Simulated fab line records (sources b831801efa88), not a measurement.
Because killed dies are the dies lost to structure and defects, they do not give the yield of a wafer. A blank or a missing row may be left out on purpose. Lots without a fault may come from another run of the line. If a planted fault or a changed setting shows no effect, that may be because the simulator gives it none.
What tool caused it? -- flow sky130 -- 24 lots with 72 wafers sampled at 6 steps, on a route of 708 steps

== WHAT THE GAUGES SHOWED, per wafer ==
SKY_VIA3_BOW_MEAS_03. Usual: for VIA3_BOW the level is 80 um and the standard deviation is 7.3.
lot,measured,on,VIA3_BOW (um),flag
L074,day 38 09:27,film-metro-04,78 81 80,
L075,day 38 21:49,film-metro-03,77 86 91,
L076,day 39 04:16,film-metro-03,86 82 83,
L077,day 39 09:18,film-metro-04,87 96 77,
L078,day 40 01:56,film-metro-04,83 76 90,
L079,day 40 06:20,film-metro-04,81 70 68,
L080,day 40 09:44,film-metro-02,83 86 75,
L081,day 40 22:04,film-metro-04,83 75 81,
L082,day 40 23:19,film-metro-03,64 70 66,
L083,day 41 04:01,film-metro-04,71 80 74,
L084,day 41 18:55,film-metro-02,83 84 81,
L085,day 41 21:38,film-metro-03,84 74 74,
L086,day 42 06:43,film-metro-02,73 69 71,
L087,day 42 10:26,film-metro-02,75 78 76,
L088,day 42 13:17,film-metro-04,79 81 82,
L089,day 42 21:01,film-metro-02,85 75 91,
L090,day 43 07:37,film-metro-02,87 88 83,
L091,day 43 20:10,film-metro-02,88 74 89,
L092,day 44 04:45,film-metro-04,78 69 78,
L093,day 44 07:44,film-metro-04,87 83 80,
L094,day 44 10:17,film-metro-04,78 72 80,
L095,day 44 11:10,film-metro-03,82 88 73,
L096,day 44 15:40,film-metro-03,89 90 88,
L097,day 44 18:26,film-metro-04,89 64 81,

SKY_VIA3_CD_MEAS_12: the cd target is 200 nm. Usual: 199.5 nm for cd-nm, sd 1.5.
lot,measured,on,cd-nm (nm),flag
L074,day 39 10:17,cd-sem-01,199.8 199.3 199.4,
L075,day 39 22:46,cd-sem-02,197.0 196.9 198.5,
L076,day 40 04:20,cd-sem-01,201.9 202.8 202.7,
L077,day 40 10:05,cd-sem-02,199.6 199.7 197.5,
L078,day 41 01:38,cd-sem-02,199.7 198.2 199.8,
L079,day 41 05:57,cd-sem-01,201.0 202.0 201.0,
L080,day 41 09:31,cd-sem-02,199.7 200.4 200.2,
L081,day 41 21:46,cd-sem-02,199.7 199.1 199.2,
L082,day 41 23:26,cd-sem-01,201.0 201.1 200.3,
L083,day 42 04:47,cd-sem-01,201.6 201.1 201.2,
L084,day 42 18:15,cd-sem-02,199.8 199.1 197.2,
L085,day 42 20:45,cd-sem-02,200.0 200.3 200.1,
L086,day 43 06:21,cd-sem-02,198.8 197.8 196.5,
L087,day 43 09:19,cd-sem-02,197.5 198.9 198.8,
L088,day 43 12:43,cd-sem-01,198.8 199.2 197.4,
L089,day 43 20:37,cd-sem-01,200.4 199.8 201.3,
L090,day 44 06:57,cd-sem-02,200.3 201.3 199.3,
L091,day 44 18:32,cd-sem-01,200.4 199.9 201.3,
L092,day 45 02:28,cd-sem-02,200.7 198.7 198.4,
L093,day 45 05:23,cd-sem-02,199.5 201.0 199.9,
L094,day 45 07:54,cd-sem-02,196.3 197.9 195.5,
L095,day 45 08:51,cd-sem-01,195.4 195.4 197.3,
L096,day 45 13:09,cd-sem-01,198.1 197.2 198.2,
L097,day 45 15:55,cd-sem-02,200.6 200.7 199.9,

SKY_VIA3_THK_MEAS_23: measures by xrf. Usual: for VIA3_W_THK the level is 377 nm and the standard deviation is 4.8.
lot,measured,on,VIA3_W_THK (nm),flag
L074,day 39 11:28,film-metro-03,388 380 391,
L075,day 40 00:02,film-metro-03,374 377 375,
L076,day 40 05:28,film-metro-04,373 373 365,
L077,day 40 11:17,film-metro-02,378 381 379,
L078,day 41 02:48,film-metro-02,377 377 377,
L079,day 41 07:10,film-metro-04,374 375 378,
L080,day 41 10:47,film-metro-02,371 373 380,
L081,day 41 22:55,film-metro-04,375 377 374,
L082,day 42 00:35,film-metro-03,372 375 378,
L083,day 42 05:56,film-metro-03,375 375 380,
L084,day 42 19:23,film-metro-03,379 384 376,
L085,day 42 21:57,film-metro-02,381 379 377,
L086,day 43 07:36,film-metro-03,383 385 388,
L087,day 43 10:32,film-metro-02,380 375 370,
L088,day 43 13:53,film-metro-04,368 367 374,
L089,day 43 21:48,film-metro-04,375 370 369,
L090,day 44 08:07,film-metro-03,378 377 379,
L091,day 44 19:43,film-metro-03,381 373 380,
L092,day 45 03:37,film-metro-03,378 376 379,
L093,day 45 06:38,film-metro-03,376 374 378,
L094,day 45 09:04,film-metro-02,387 386 381,
L095,day 45 10:02,film-metro-04,375 379 385,
L096,day 45 14:19,film-metro-02,386 378 381,
L097,day 45 17:04,film-metro-03,371 378 371,

SKY_CAP2M_THK_MEAS_04: measures by xrf. Usual: for CAP2M_TIN_THK the level is 199.7 nm and the standard deviation is 2.5.
lot,measured,on,CAP2M_TIN_THK (nm),flag
L074,day 39 12:18,film-metro-01,202.2 198.6 200.2,
L075,day 40 00:52,film-metro-01,201.9 200.9 201.7,
L076,day 40 06:17,film-metro-04,204.0 202.8 204.4,
L077,day 40 12:09,film-metro-01,196.4 197.2 197.5,
L078,day 41 03:37,film-metro-04,201.1 203.0 204.4,
L079,day 41 07:59,film-metro-04,198.0 198.2 200.7,
L080,day 41 11:36,film-metro-04,205.0 205.0 205.8,
L081,day 41 23:45,film-metro-04,201.1 204.4 201.8,
L082,day 42 01:24,film-metro-04,196.2 195.1 195.8,
L083,day 42 06:46,film-metro-04,196.3 194.5 199.2,
L084,day 42 20:13,film-metro-03,200.5 199.2 198.9,
L085,day 42 22:46,film-metro-01,197.1 198.0 197.4,
L086,day 43 08:25,film-metro-04,196.2 197.5 197.8,
L087,day 43 11:22,film-metro-01,202.2 201.3 201.4,
L088,day 43 14:42,film-metro-04,196.3 197.9 196.5,
L089,day 43 22:37,film-metro-04,200.5 198.7 197.7,
L090,day 44 08:56,film-metro-04,198.6 199.1 198.5,
L091,day 44 20:32,film-metro-04,200.3 200.2 199.4,
L092,day 45 04:36,film-metro-03,197.7 196.0 197.2,
L093,day 45 07:45,film-metro-04,199.7 199.0 197.1,
L094,day 45 09:53,film-metro-01,197.5 197.6 200.1,
L095,day 45 11:41,film-metro-03,200.5 202.2 201.5,
L096,day 45 15:08,film-metro-03,202.6 199.3 202.1,
L097,day 45 17:53,film-metro-03,200.8 201.0 201.6,

== EACH LOT AND THE TOOL THAT RAN IT (in order: tool; ch and the chambers of the sampled wafers; start) ==
lot,SKY_METAL3_SPUTTER_02,SKY_METAL4_SPUTTER_00
L074,"pvd-sputter-01, day 36 03:03","pvd-sputter-03, day 39 11:49"
L075,"pvd-sputter-02, day 36 15:47","pvd-sputter-04, day 40 00:23"
L076,"pvd-sputter-04, day 36 23:23","pvd-sputter-03, day 40 05:48"
L077,"pvd-sputter-01, day 37 04:19","pvd-sputter-04, day 40 11:38"
L078,"pvd-sputter-04, day 37 22:16","pvd-sputter-01, day 41 03:10"
L079,"pvd-sputter-04, day 38 02:12","pvd-sputter-01, day 41 07:31"
L080,"pvd-sputter-04, day 38 06:04","pvd-sputter-01, day 41 11:08"
L081,"pvd-sputter-04, day 38 18:04","pvd-sputter-01, day 41 23:16"
L082,"pvd-sputter-02, day 38 19:59","pvd-sputter-04, day 42 00:55"
L083,"pvd-sputter-02, day 39 01:39","pvd-sputter-03, day 42 06:16"
L084,"pvd-sputter-02, day 39 17:48","pvd-sputter-04, day 42 19:44"
L085,"pvd-sputter-01, day 39 18:34","pvd-sputter-01, day 42 22:19"
L086,"pvd-sputter-02, day 40 03:52","pvd-sputter-04, day 43 07:58"
L087,"pvd-sputter-01, day 40 07:16","pvd-sputter-01, day 43 10:53"
L088,"pvd-sputter-01, day 40 11:18","pvd-sputter-04, day 43 14:13"
L089,"pvd-sputter-01, day 40 19:12","pvd-sputter-04, day 43 22:08"
L090,"pvd-sputter-01, day 41 05:35","pvd-sputter-01, day 44 08:28"
L091,"pvd-sputter-02, day 41 18:58","pvd-sputter-01, day 44 20:04"
L092,"pvd-sputter-04, day 42 04:10","pvd-sputter-01, day 45 04:07"
L093,"pvd-sputter-04, day 42 07:03","pvd-sputter-04, day 45 07:17"
L094,"pvd-sputter-04, day 42 08:57","pvd-sputter-04, day 45 09:25"
L095,"pvd-sputter-04, day 42 09:40","pvd-sputter-04, day 45 11:13"
L096,"pvd-sputter-02, day 42 15:22","pvd-sputter-04, day 45 14:40"
L097,"pvd-sputter-02, day 42 19:07","pvd-sputter-03, day 45 17:25"
- SKY_METAL3_SPUTTER_02: material AlCu, target thk 735 nm, time 39.1 s.
- SKY_METAL4_SPUTTER_00: material Ti, target thk 15 nm, time 10 s.

== WHAT THE TOOLS THEMSELVES READ (means of the sampled wafers that have a number; where no wafer has one, the mark that the record gives instead) ==
SKY_METAL3_SPUTTER_02. Usual: 30.2 % for throttle-valve-pct, sd 1.3.
lot,tool,throttle-valve-pct (%),flag
L074,pvd-sputter-01,29.6,
L075,pvd-sputter-02,30.6,
L076,pvd-sputter-04,29.5,
L077,pvd-sputter-01,30.8,
L078,pvd-sputter-04,29.4,
L079,pvd-sputter-04,29.7,
L080,pvd-sputter-04,29.3,
L081,pvd-sputter-04,29.2,
L082,pvd-sputter-02,31.3,
L083,pvd-sputter-02,31.2,
L084,pvd-sputter-02,30.5,
L085,pvd-sputter-01,30.3,
L086,pvd-sputter-02,32.0,
L087,pvd-sputter-01,30.9,
L088,pvd-sputter-01,30.0,
L089,pvd-sputter-01,30.0,
L090,pvd-sputter-01,29.7,
L091,pvd-sputter-02,30.7,
L092,pvd-sputter-04,29.4,
L093,pvd-sputter-04,28.9,
L094,pvd-sputter-04,28.9,
L095,pvd-sputter-04,28.9,
L096,pvd-sputter-02,31.7,
L097,pvd-sputter-02,31.3,

SKY_METAL4_SPUTTER_00. Usual: 29.6 % for throttle-valve-pct, sd 0.97.
lot,tool,throttle-valve-pct (%),flag
L074,pvd-sputter-03,28.7,
L075,pvd-sputter-04,29.0,
L076,pvd-sputter-03,29.5,
L077,pvd-sputter-04,28.8,
L078,pvd-sputter-01,30.4,
L079,pvd-sputter-01,29.6,
L080,pvd-sputter-01,30.3,
L081,pvd-sputter-01,30.5,
L082,pvd-sputter-04,29.9,
L083,pvd-sputter-03,29.7,
L084,pvd-sputter-04,28.9,
L085,pvd-sputter-01,30.4,
L086,pvd-sputter-04,28.8,
L087,pvd-sputter-01,30.0,
L088,pvd-sputter-04,29.1,
L089,pvd-sputter-04,29.0,
L090,pvd-sputter-01,30.0,
L091,pvd-sputter-01,30.5,
L092,pvd-sputter-01,30.4,
L093,pvd-sputter-04,29.3,
L094,pvd-sputter-04,29.0,
L095,pvd-sputter-04,29.5,
L096,pvd-sputter-04,29.3,
L097,pvd-sputter-03,29.6,

== THE ANSWER, worked out from the rows above alone ==
Rule: lot off if the mean of its wafers having a number is beyond 3 standard deviations from the usual mean. Also off: a lot with no number at a reading for which 4 or more lots have one. All remaining lots with rows at the step are treated as sound. The gauges are gone through in route order, then the tools' own readings, and for those a lot's mean is taken as printed above. The first step at which some lot is off is used, and at that step the reading that is off furthest; a lot without a number counts as furthest.
Nothing can be told from this: no lot is off at any reading shown.

== WHAT WAS PUT IN BY THE SIMULATOR ==
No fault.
